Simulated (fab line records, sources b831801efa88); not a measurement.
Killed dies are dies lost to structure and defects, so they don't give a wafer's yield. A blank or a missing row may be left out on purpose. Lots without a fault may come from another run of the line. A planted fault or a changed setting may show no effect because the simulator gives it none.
fab line records | flow sky130
record lots=24 wafers=72 last_day=50
route steps=708 shown RES_XHIGH@360 CONTACT@430 VIA1@471 METAL2@502 METAL5@677
lots that met no fault: from a run of the same line without faults
start_h: hours from the record's first day to the start of the lot's first wafer shown | wait_h: hours since the lot's step before | " the same as in the row above | L1.1+2: a row that stands for several wafers | - no value, or no start given | * or withheld: withheld | < > ~ a bound
route shown NAME@n: a module of which the file shows steps, and the number in the route of the first | usual: mean/standard deviation of fault-free wafers | same: alike in all rows | chamber/n: place in a boat | sites: the reading at each site | _std_site: their standard deviation | _edge_site: outer sites' mean less inner sites' | radius_mm: how far each site lies from the wafer's centre | mask NAME#n: copy n | behind: the tool/chamber that last shaped the wafer | hold: why the lot was held/for how many hours/how that ended | device: the transistor (n, p or np) that didn't switch | end of line: the same wafers' tests at the end of the route | a step without rows: its recipe alone | killed: dies lost to structure and defects at the first sort, not the wafer's yield | map: a wafer's dies, x killed, . not, _ none there
set.NAME: the setting as run; set.NAME@STEP: as run at that earlier step | model.NAME: the simulator's own value behind a step, which no gauge read
steps of the route over a sample of lots; a table a step, a row a wafer
services: from which hour (start_h, from the record's first day; less than 0 if before it) a tool's chamber was out of use, for how many hours, and why
## steps
# step SKY_SD_N_RS_MEAS_18
# recipe thk_meas_gauge=four-point-probe
# usual RES_XHIGH_RS=333.2/1.3
# columns lot.wafer tool chamber start_h wait_h RES_XHIGH_RS[ohm/sq]
L074.1 film_metro-01 - 639.74 0.1 331.2
L074.2 " - " " 332.0
L074.5 " - " " 333.1
L075.1 film_metro-02 - 659.83 0.1 333.3
L075.3 " - " " 333.2
L075.6 " - " " 332.8
L076.1 film_metro-01 - 663.76 0.1 331.1
L076.3 " - " " 331.5
L076.4 " - " " 332.1
L077.2 film_metro-01 - 670.23 0.1 333.1
L077.5 " - " " 333.9
L077.6 " - " " 333.2
L078.2 film_metro-01 - 677.65 0.1 333.6
L078.3 " - " " 333.2
L078.4 " - " " 333.4
L079.1 film_metro-02 - 689.68 0.1 331.8
L079.2 " - " " 332.8
L079.4 " - " " 333.2
L080.3 film_metro-04 - 694.97 0.1 332.7
L080.4 " - " " 333.0
L080.5 " - " " 334.3
L081.2 film_metro-02 - 710.94 0.1 334.2
L081.3 " - " " 333.6
L081.6 " - " " 334.0
L082.2 film_metro-04 - 719.01 0.1 332.1
L082.5 " - " " 333.1
L082.6 " - " " 331.6
L083.3 film_metro-04 - 729.53 0.1 335.3
L083.4 " - " " 334.3
L083.6 " - " " 335.0
L084.1 film_metro-01 - 729.79 0.1 332.7
L084.3 " - " " 330.7
L084.5 " - " " 332.0
L086.1 film_metro-04 - 741.36 0.1 335.6
L086.2 " - " " 333.9
L086.6 " - " " 335.3
L085.1 film_metro-01 - 744.73 0.1 332.8
L085.3 " - " " 332.6
L085.6 " - " " 332.6
L087.1 film_metro-02 - 754.93 0.1 333.5
L087.2 " - " " 333.9
L087.4 " - " " 334.3
L088.4 film_metro-04 - 763.00 0.1 333.6
L088.5 " - " " 334.3
L088.6 " - " " 334.2
L089.1 film_metro-01 - 776.88 0.1 333.7
L089.3 " - " " 333.2
L089.6 " - " " 334.2
L090.3 film_metro-04 - 779.58 0.1 332.6
L090.4 " - " " 332.5
L090.5 " - " " 332.5
L091.3 film_metro-04 - 794.50 0.1 334.7
L091.4 " - " " 335.0
L091.5 " - " " 335.9
L092.1 film_metro-02 - 794.54 0.1 332.8
L092.4 " - " " 333.8
L092.6 " - " " 332.4
L093.1 film_metro-01 - 797.36 0.1 331.4
L093.3 " - " " 331.2
L093.6 " - " " 330.6
L094.2 film_metro-02 - 826.48 0.1 333.3
L094.3 " - " " 335.0
L094.5 " - " " 335.0
L097.2 film_metro-02 - 839.26 0.1 333.1
L097.3 " - " " 332.4
L097.5 " - " " 333.8
L096.1 film_metro-02 - 842.44 0.1 331.2
L096.2 " - " " 332.5
L096.6 " - " " 331.5
L095.2 film_metro-01 - 843.53 0.1 334.3
L095.4 " - " " 333.4
L095.6 " - " " 334.0
# step SKY_CONTACT_CVD_24
# recipe material=W target_thk_nm=340 time_s=102.12 temp_c=400 pressure_torr=40
# usual heater_power_w=857/79
# columns lot.wafer tool chamber start_h wait_h heater_power_w
L074.1 cvd_w-02 0 729.39 0.0 920
L074.2 " 1 " " 762
L074.5 " 1 " " 745
L075.1 cvd_w-02 0 747.60 0.0 903
L075.3 " 0 " " 914
L075.6 " 0 " " 949
L076.1 cvd_w-01 1 752.30 0.0 901
L076.3 " 0 " " 857
L076.4 " 1 " " 935
L077.2 cvd_w-02 1 756.55 0.0 732
L077.5 " 0 " " 926
L077.6 " 1 " " 740
L078.2 cvd_w-01 1 765.78 0.0 906
L078.3 " 0 " " 828
L078.4 " 1 " " 926
L079.1 cvd_w-01 1 777.54 0.0 912
L079.2 " 0 " " 849
L079.4 " 1 " " 914
L080.3 cvd_w-01 1 782.22 0.1 946
L080.4 " 0 " " 829
L080.5 " 1 " " 911
L081.2 cvd_w-02 0 797.53 0.0 945
L081.3 " 1 " " 760
L081.6 " 0 " " 949
L082.2 cvd_w-02 1 803.18 0.0 753
L082.5 " 1 " " 752
L082.6 " 0 " " 954
L083.3 cvd_w-01 1 814.87 0.1 920
L083.4 " 0 " " 826
L083.6 " 0 " " 844
L084.1 cvd_w-02 1 814.96 0.0 739
L084.3 " 1 " " 762
L084.5 " 1 " " 765
L086.1 cvd_w-02 0 826.71 0.0 928
L086.2 " 1 " " 753
L086.6 " 0 " " 938
L085.1 cvd_w-01 0 828.50 0.0 836
L085.3 " 1 " " 935
L085.6 " 0 " " 818
L087.1 cvd_w-02 1 839.71 0.0 742
L087.2 " 0 " " 939
L087.4 " 1 " " 744
L088.4 cvd_w-02 1 846.17 0.1 742
L088.5 " 0 " " 966
L088.6 " 1 " " 764
L089.1 cvd_w-02 1 859.61 0.0 742
L089.3 " 1 " " 773
L089.6 " 0 " " 928
L090.3 cvd_w-02 1 860.78 0.1 750
L090.4 " 0 " " 938
L090.5 " 1 " " 756
L091.3 cvd_w-01 1 876.83 0.1 939
L091.4 " 0 " " 841
L091.5 " 0 " " 832
L092.1 cvd_w-02 1 877.70 0.0 750
L092.4 " 0 " " 915
L092.6 " 0 " " 924
L093.1 cvd_w-02 0 879.80 0.0 941
L093.3 " 0 " " 967
L093.6 " 0 " " 922
L094.2 cvd_w-02 1 909.19 0.0 761
L094.3 " 1 " " 755
L094.5 " 1 " " 754
L097.2 cvd_w-01 0 920.28 0.0 859
L097.3 " 0 " " 847
L097.5 " 1 " " 863
L096.1 cvd_w-01 1 922.79 0.0 869
L096.2 " 0 " " 842
L096.6 " 1 " " 908
L095.2 cvd_w-01 0 926.23 0.0 861
L095.4 " 1 " " 888
L095.6 " 0 " " 846
# step SKY_VIA1_OVL_MEAS_13
# usual VIA1_OVL=0/5.2
# columns lot.wafer tool chamber start_h wait_h VIA1_OVL[nm]
L074.1 overlay-01 - 786.43 0.1 1
L074.2 " - " " -3
L074.5 " - " " 6
L075.1 overlay-01 - 803.78 0.1 6
L075.3 " - " " 0
L075.6 " - " " 1
L076.1 overlay-02 - 807.05 0.1 -7
L076.3 " - " " -2
L076.4 " - " " -2
L077.2 overlay-02 - 812.39 0.1 -1
L077.5 " - " " 7
L077.6 " - " " 1
L078.2 overlay-02 - 820.65 0.1 -7
L078.3 " - " " -1
L078.4 " - " " -1
L079.1 overlay-02 - 832.53 0.1 -9
L079.2 " - " " -10
L079.4 " - " " -13
L080.3 overlay-02 - 836.99 0.1 -6
L080.4 " - " " -6
L080.5 " - " " -9
L081.2 overlay-01 - 852.13 0.1 2
L081.3 " - " " 8
L081.6 " - " " 6
L082.2 overlay-02 - 858.25 0.1 4
L082.5 " - " " -4
L082.6 " - " " 2
L083.3 overlay-01 - 869.15 0.1 -2
L083.4 " - " " 5
L083.6 " - " " 4
L084.1 overlay-01 - 870.15 0.1 1
L084.3 " - " " 6
L084.5 " - " " -4
L086.1 overlay-01 - 881.15 0.1 -8
L086.2 " - " " -5
L086.6 " - " " 3
L085.1 overlay-02 - 882.33 0.1 -5
L085.3 " - " " -1
L085.6 " - " " -3
L087.1 overlay-01 - 892.53 0.1 0
L087.2 " - " " 3
L087.4 " - " " 0
L088.4 overlay-01 - 898.97 0.1 10
L088.5 " - " " 15
L088.6 " - " " 5
L089.1 overlay-02 - 913.83 0.1 3
L089.3 " - " " -1
L089.6 " - " " 6
L090.3 overlay-01 - 914.96 0.1 -2
L090.4 " - " " 1
L090.5 " - " " -5
L091.3 overlay-02 - 929.55 0.1 12
L091.4 " - " " 13
L091.5 " - " " 7
L092.1 overlay-02 - 931.23 0.1 0
L092.4 " - " " -3
L092.6 " - " " -4
L093.1 overlay-02 - 932.53 0.1 4
L093.3 " - " " 4
L093.6 " - " " -3
L094.2 overlay-02 - 960.89 0.1 -5
L094.3 " - " " -5
L094.5 " - " " 2
L097.2 overlay-01 - 971.84 0.1 -1
L097.3 " - " " 1
L097.5 " - " " -1
L096.1 overlay-02 - 974.48 0.1 4
L096.2 " - " " 3
L096.6 " - " " 3
L095.2 overlay-01 - 978.06 0.1 -2
L095.4 " - " " -1
L095.6 " - " " 0
# step SKY_VIA1_ETCH_14
# recipe chemistry=N2/H2 target=BARC ion_energy_ev=200 source_w=500 bias_w=100 pressure_mtorr=30 n2_flow_sccm=100 h2_flow_sccm=200 stop_on=SiO2 time_s=45.9 target_depth_a=600
# usual drypump_motor_current_A=6.0/0.32 oes_product_au=0.855/0.0044 throttle_valve_pct=13.225/0.0094
# columns lot.wafer tool chamber start_h wait_h drypump_motor_current_A oes_product_au rf_hours_counter_h throttle_valve_pct
L074.1 rie_diel-03 1 786.46 0.0 6.0 0.863 24 13.216
L074.2 " 0 " " 6.2 0.855 20 13.227
L074.5 " 1 " " 6.0 0.855 - 13.212
L075.1 rie_diel-03 3 803.82 0.0 5.4 0.853 17 13.221
L075.3 " 1 " " 6.0 0.853 24 13.212
L075.6 " 0 " " 6.2 0.857 - 13.212
L076.1 rie_diel-04 3 807.08 0.0 6.3 0.853 3 13.229
L076.3 " 1 " " 5.9 0.855 9 13.226
L076.4 " 0 " " 6.5 0.854 7 13.216
L077.2 rie_diel-04 0 812.42 0.0 6.6 0.858 7 13.224
L077.5 " 3 " " 6.3 0.857 - 13.216
L077.6 " 0 " " 6.6 0.866 - 13.240
L078.2 rie_diel-02 2 820.68 0.0 5.6 0.868 13 13.219
L078.3 " 1 " " 5.7 0.856 18 13.219
L078.4 " 0 " " 6.0 0.853 16 13.231
L079.1 rie_diel-03 0 832.57 0.0 6.2 0.858 21 13.207
L079.2 " 2 " " 5.9 0.861 32 13.233
L079.4 " 3 " " 5.4 0.857 18 13.236
L080.3 rie_diel-02 1 837.01 0.0 5.7 0.847 18 13.217
L080.4 " 3 " " 6.0 0.855 5 13.248
L080.5 " 1 " " 5.7 0.852 - 13.222
L081.2 rie_diel-02 2 852.16 0.0 5.6 0.856 14 13.233
L081.3 " 3 " " 6.0 0.854 6 13.216
L081.6 " 3 " " 6.1 0.855 - 13.212
L082.2 rie_diel-04 1 858.28 0.0 5.9 0.860 10 13.212
L082.5 " 0 " " 6.5 0.850 - 13.208
L082.6 " 1 " " 5.8 0.855 - 13.239
L083.3 rie_diel-03 0 869.17 0.0 6.2 0.856 22 13.229
L083.4 " 3 " " 5.4 0.854 - 13.238
L083.6 " 0 " " 6.2 0.852 - 13.213
L084.1 rie_diel-04 2 870.18 0.0 6.4 0.864 13 13.234
L084.3 " 3 " " 6.3 0.855 4 13.237
L084.5 " 1 " " 5.9 0.864 - 13.225
L086.1 rie_diel-02 1 881.18 0.0 5.6 0.865 20 13.233
L086.2 " 2 " " 5.6 0.855 15 13.238
L086.6 " 0 " " 6.0 0.861 - 13.222
L085.1 rie_diel-04 0 882.36 0.0 6.6 0.853 9 13.219
L085.3 " 2 " " 6.4 0.855 13 13.229
L085.6 " 3 " " 6.3 0.849 - 13.226
L087.1 rie_diel-03 3 892.57 0.0 5.4 0.850 20 13.221
L087.2 " 1 " " 6.0 0.848 0 13.241
L087.4 " 0 " " 6.2 0.848 23 13.233
L088.4 rie_diel-02 1 898.98 0.0 5.7 0.857 20 13.224
L088.5 " 1 " " 5.7 0.849 - 13.215
L088.6 " 0 " " 6.0 0.856 - 13.218
L089.1 rie_diel-03 3 913.87 0.0 5.4 0.857 21 13.232
L089.3 " 1 " " 6.0 0.855 1 13.232
L089.6 " 1 " " 6.0 0.852 - 13.218
L090.3 rie_diel-02 0 914.98 0.0 6.0 0.858 19 13.227
L090.4 " 3 " " 6.0 0.855 8 13.234
L090.5 " 2 " " 5.6 0.862 - 13.225
L091.3 rie_diel-02 2 929.57 0.0 5.6 0.857 17 13.232
L091.4 " 0 " " 6.0 0.854 19 13.243
L091.5 " 2 " " 5.6 0.859 - 13.211
L092.1 rie_diel-03 1 931.26 0.0 6.0 0.852 1 13.221
L092.4 " 3 " " 5.4 0.852 21 13.207
L092.6 " 3 " " 5.4 0.853 - 13.216
L093.1 rie_diel-04 2 932.57 0.0 6.4 0.854 14 13.219
L093.3 " 1 " " 5.9 0.860 12 13.236
L093.6 " 2 " " 6.4 0.859 - 13.234
L094.2 rie_diel-04 2 960.92 0.0 6.4 0.852 15 13.217
L094.3 " 1 " " 5.9 0.855 12 13.216
L094.5 " 1 " " 5.9 0.851 - 13.224
L097.2 rie_diel-03 1 971.87 0.0 6.0 0.852 2 13.221
L097.3 " 2 " " 5.9 0.860 4 13.212
L097.5 " 2 " " 5.9 0.848 - 13.234
L096.1 rie_diel-02 2 974.51 0.0 5.6 0.850 18 13.223
L096.2 " 1 " " 5.6 0.849 23 13.224
L096.6 " 1 " " 5.7 0.853 - 13.212
L095.2 rie_diel-02 2 978.09 0.0 5.6 0.859 18 13.224
L095.4 " 0 " " 6.0 0.858 21 13.228
L095.6 " 0 " " 6.0 0.861 - 13.222
# step SKY_METAL2_METAL_ETCH_19
# recipe target_depth_a=3600 stop_on=SiO2 over_etch_frac=0.3 time_s=78 chemistry=Cl2/BCl3 resist_sidewall_deg=88 pressure_mtorr=10 icp_w=900 bias_w=48.5 Cl2_flow_sccm=60 bcl3_flow_sccm=30
# usual drypump_motor_current_A=5.9/0.48 oes_product_au=0.852/0.0064 throttle_valve_pct=22.264/0.0096
# columns lot.wafer tool chamber start_h wait_h drypump_motor_current_A oes_product_au rf_hours_counter_h throttle_valve_pct
L074.1 rie_metal-01 0 814.45 0.0 5.2 0.848 16 22.265
L074.2 " 1 " " 6.5 0.852 4 22.265
L074.5 " 1 " " 6.5 0.847 - 22.290
L075.1 rie_metal-01 1 831.58 0.0 6.5 0.847 4 22.271
L075.3 " 1 " " 6.4 0.852 - 22.258
L075.6 " 1 " " 6.5 0.852 - 22.253
L076.1 rie_metal-04 1 835.03 0.0 5.5 0.857 13 22.271
L076.3 " 0 " " 6.1 0.860 - 22.269
L076.4 " 1 " " 5.5 0.843 - 22.270
L077.2 rie_metal-01 0 840.51 0.0 5.2 0.856 17 22.258
L077.5 " 1 " " 6.5 0.865 - 22.248
L077.6 " 0 " " 5.2 0.839 - 22.255
L078.2 rie_metal-02 0 848.36 0.0 5.9 0.861 7 22.272
L078.3 " 0 " " 5.9 0.858 - 22.254
L078.4 " 1 " " 6.1 0.849 - 22.267
L079.1 rie_metal-02 0 859.93 0.0 5.9 0.855 8 22.282
L079.2 " 1 " " 6.1 0.860 6 22.277
L079.4 " 1 " " 6.1 0.860 - 22.253
L080.3 rie_metal-01 1 864.47 0.1 6.5 0.850 - 22.262
L080.4 " 1 " " 6.5 0.844 - 22.274
L080.5 " 1 " " 6.4 0.854 - 22.274
L081.2 rie_metal-04 0 879.50 0.1 6.1 0.853 8 22.256
L081.3 " 0 " " 6.1 0.856 - 22.262
L081.6 " 1 " " 5.5 0.854 - 22.259
L082.2 rie_metal-04 1 885.81 0.1 5.5 0.862 14 22.260
L082.5 " 0 " " 6.1 0.841 - 22.257
L082.6 " 1 " " 5.5 0.849 - 22.263
L083.3 rie_metal-01 1 896.87 0.1 6.5 0.854 - 22.258
L083.4 " 0 " " 5.2 0.860 - 22.255
L083.6 " 0 " " 5.2 0.850 - 22.256
L084.1 rie_metal-02 0 898.10 0.0 5.9 0.868 10 22.280
L084.3 " 0 " " 5.8 0.860 - 22.266
L084.5 " 0 " " 5.9 0.849 - 22.263
L086.1 rie_metal-04 0 908.61 0.1 6.1 0.846 10 22.263
L086.2 " 1 " " 5.5 0.844 16 22.265
L086.6 " 0 " " 6.1 0.845 - 22.258
L085.1 rie_metal-02 1 909.28 0.0 6.1 0.853 8 22.260
L085.3 " 1 " " 6.1 0.862 - 22.281
L085.6 " 0 " " 5.9 0.857 - 22.250
L087.1 rie_metal-04 0 920.00 0.1 6.1 0.848 10 22.250
L087.2 " 1 " " 5.5 0.840 16 22.276
L087.4 " 0 " " 6.1 0.848 - 22.278
L088.4 rie_metal-01 0 926.36 0.1 5.2 0.852 - 22.270
L088.5 " 1 " " 6.5 0.851 - 22.289
L088.6 " 0 " " 5.2 0.844 - 22.269
L089.1 rie_metal-01 0 940.69 0.1 5.2 0.855 4 22.265
L089.3 " 0 " " 5.2 0.846 - 22.268
L089.6 " 0 " " 5.2 0.853 - 22.266
L090.3 rie_metal-04 0 942.14 0.2 6.1 0.864 - 22.287
L090.4 " 0 " " 6.1 0.859 - 22.260
L090.5 " 0 " " 6.1 0.858 - 22.279
L091.3 rie_metal-02 0 955.43 0.1 5.9 0.855 - 22.259
L091.4 " 1 " " 6.1 0.842 - 22.251
L091.5 " 1 " " 6.1 0.850 - 22.272
L092.1 rie_metal-01 1 957.68 0.0 6.5 0.850 11 22.266
L092.4 " 1 " " 6.5 0.858 - 22.274
L092.6 " 0 " " 5.2 0.858 - 22.251
L093.1 rie_metal-02 1 958.62 0.0 6.1 0.864 11 22.267
L093.3 " 1 " " 6.1 0.855 - 22.279
L093.6 " 0 " " 5.9 0.853 - 22.250
L094.2 rie_metal-01 0 986.48 0.0 5.2 0.850 7 22.258
L094.3 " 0 " " 5.2 0.849 - 22.259
L094.5 " 1 " " 6.5 0.849 - 22.253
L097.2 rie_metal-01 0 997.02 0.0 5.2 0.851 8 22.266
L097.3 " 1 " " 6.4 0.838 - 22.262
L097.5 " 0 " " 5.2 0.842 - 22.266
L096.1 rie_metal-02 1 1000.12 0.0 6.1 0.858 13 22.249
L096.2 " 0 " " 5.8 0.845 15 22.264
L096.6 " 0 " " 5.8 0.858 - 22.271
L095.2 rie_metal-01 0 1004.27 0.0 5.2 0.855 9 22.255
L095.4 " 1 " " 6.5 0.855 - 22.254
L095.6 " 0 " " 5.2 0.859 - 22.255
# step SKY_METAL5_STRIP_16
# recipe chemistry=O2/N2 power_w=1400 pressure_mtorr=1500 platen_temp_c=withheld o2_flow_sccm=3000 n2_flow_sccm=300 overash_fraction=0.5
# usual drypump_motor_current_A=5.70/0.3 oes_product_au=0.710/0.0046 strip_time_to_endpoint_s=13.01/0.17
# columns lot.wafer tool chamber start_h wait_h drypump_motor_current_A oes_product_au rf_hours_counter_h strip_time_to_endpoint_s
L074.1 plasma_asher-01 1 1025.00 0.4 5.30 0.698 92 13.11
L074.2 " 0 " " 5.77 0.717 92 13.22
L074.5 " 1 " " 5.29 0.711 - 13.24
L075.1 plasma_asher-01 1 1037.52 0.2 5.29 0.708 94 12.82
L075.3 " 1 " " 5.30 0.703 - 12.87
L075.6 " 0 " " 5.75 0.708 - 12.84
L076.1 plasma_asher-03 0 1041.83 0.2 6.06 0.709 61 12.89
L076.3 " 0 " " 6.07 0.705 - 12.93
L076.4 " 1 " " 5.68 0.716 - 12.95
L077.2 plasma_asher-01 0 1046.27 0.2 5.76 0.714 94 13.01
L077.5 " 0 " " 5.78 0.712 - 12.98
L077.6 " 1 " " 5.30 0.710 - 12.91
L078.2 plasma_asher-01 0 1052.05 0.2 5.77 0.707 95 12.88
L078.3 " 1 " " 5.31 0.702 - 12.80
L078.4 " 0 " " 5.78 0.714 - 12.79
L079.1 plasma_asher-03 1 1061.52 0.2 5.69 0.714 63 13.33
L079.2 " 0 " " 6.06 0.713 63 12.89
L079.4 " 1 " " 5.70 0.703 - 12.95
L080.3 plasma_asher-02 0 1065.16 0.1 6.13 0.702 - 12.97
L080.4 " 1 " " 5.47 0.712 - 13.05
L080.5 " 1 " " 5.49 0.708 - 13.00
L081.2 plasma_asher-02 1 1078.95 0.2 5.48 0.707 2 13.03
L081.3 " 1 " " 5.48 0.711 - 12.98
L081.6 " 0 " " 6.12 0.709 - 13.34
L082.2 plasma_asher-01 1 1083.55 0.2 5.29 0.711 98 12.84
L082.5 " 1 " " 5.29 0.707 - 12.92
L082.6 " 0 " " 5.80 0.717 - 13.29
L083.3 plasma_asher-01 0 1093.47 0.1 5.76 0.708 - 13.05
L083.4 " 1 " " 5.27 0.710 - 12.98
L083.6 " 0 " " 5.75 0.711 - 12.95
L084.1 plasma_asher-03 0 1094.85 0.2 6.08 0.710 68 13.05
L084.3 " 0 " " 6.07 0.708 - 13.03
L084.5 " 0 " " 6.08 0.713 - 13.07
L086.1 plasma_asher-03 0 1103.07 0.2 6.09 0.712 69 12.91
L086.2 " 1 " " 5.70 0.705 69 13.00
L086.6 " 1 " " 5.71 0.713 - 12.85
L085.1 plasma_asher-01 1 1103.37 0.2 5.27 0.706 100 12.65
L085.3 " 0 " " 5.75 0.711 - 12.78
L085.6 " 0 " " 5.73 0.712 - 12.59
L087.1 plasma_asher-03 0 1112.68 0.2 6.09 0.707 70 13.11
L087.2 " 1 " " 5.71 0.707 70 12.94
L087.4 " 1 " " 5.70 0.719 - 13.10
L088.4 plasma_asher-02 1 1117.08 0.1 5.47 0.708 - 13.12
L088.5 " 0 " " 6.11 0.712 - 13.29
L088.6 " 1 " " 5.48 0.706 - 13.20
L089.1 plasma_asher-01 0 1128.99 0.2 5.78 0.703 102 13.06
L089.3 " 1 " " 5.30 0.706 - 13.11
L089.6 " 0 " " 5.74 0.711 - 13.14
L090.3 plasma_asher-01 0 1129.96 0.1 5.78 0.707 - 12.98
L090.4 " 1 " " 5.30 0.712 - 12.68
L090.5 " 1 " " 5.29 0.710 - 12.86
L091.3 plasma_asher-01 0 1139.46 0.1 5.79 0.705 - 12.84
L091.4 " 1 " " 5.30 0.703 - 13.21
L091.5 " 1 " " 5.28 0.717 - 13.06
L092.1 plasma_asher-03 1 1141.20 0.2 5.71 0.706 73 13.09
L092.4 " 1 " " 5.71 0.716 - 12.73
L092.6 " 1 " " 5.67 0.705 - 13.03
L093.1 plasma_asher-02 0 1143.29 0.2 6.13 0.715 9 13.20
L093.3 " 0 " " 6.10 0.696 - 13.22
L093.6 " 1 " " 5.49 0.709 - 13.18
L094.2 plasma_asher-03 1 1162.70 0.2 5.71 0.710 74 13.03
L094.3 " 0 " " 6.07 0.709 - 13.25
L094.5 " 1 " " 5.72 0.704 - 13.11
L097.2 plasma_asher-02 1 1171.34 0.2 5.49 0.714 12 13.23
L097.3 " 0 " " 6.12 0.710 - 12.99
L097.5 " 0 " " 6.13 0.707 - 13.14
L096.1 plasma_asher-01 1 1174.02 0.2 5.28 0.714 107 13.10
L096.2 " 0 " " 5.78 0.707 107 13.03
L096.6 " 0 " " 5.78 0.707 - 13.12
L095.2 plasma_asher-03 1 1177.04 0.2 5.72 0.708 76 13.03
L095.4 " 0 " " 6.07 0.711 - 12.93
L095.6 " 1 " " 5.73 0.716 - 12.97
## services
# columns tool chamber start_h hours kind
plasma_asher-03 - 715.15 0.7 repair
rie_diel-02 2 715.96 9.1 repair
plasma_asher-01 - 742.18 4.1 repair
rie_diel-02 0 748.57 2.0 repair
rie_diel-03 - 758.68 14.6 pm
rie_diel-03 0 774.26 1.4 repair
plasma_asher-01 - 791.68 1.6 repair
cvd_w-01 - 831.22 1.3 repair
cvd_w-01 - 889.68 2.8 pm
cvd_w-01 - 904.00 14.0 pm
cvd_w-02 1 913.72 6.5 repair
cvd_w-01 0 926.52 8.6 repair
rie_metal-01 1 938.43 16.3 repair
rie_diel-02 2 1019.04 7.8 repair
rie_metal-01 1 1020.24 4.8 repair
cvd_w-02 0 1049.30 3.3 repair
cvd_w-01 - 1052.56 0.7 repair
plasma_asher-01 - 1065.00 15.6 pm
cvd_w-01 - 1083.94 6.0 pm
plasma_asher-01 - 1085.02 3.1 repair
rie_metal-01 0 1089.95 14.9 repair
cvd_w-02 0 1094.37 3.1 repair
cvd_w-01 1 1128.91 16.7 repair
rie_diel-02 - 1138.18 2.8 pm
## key
fault none
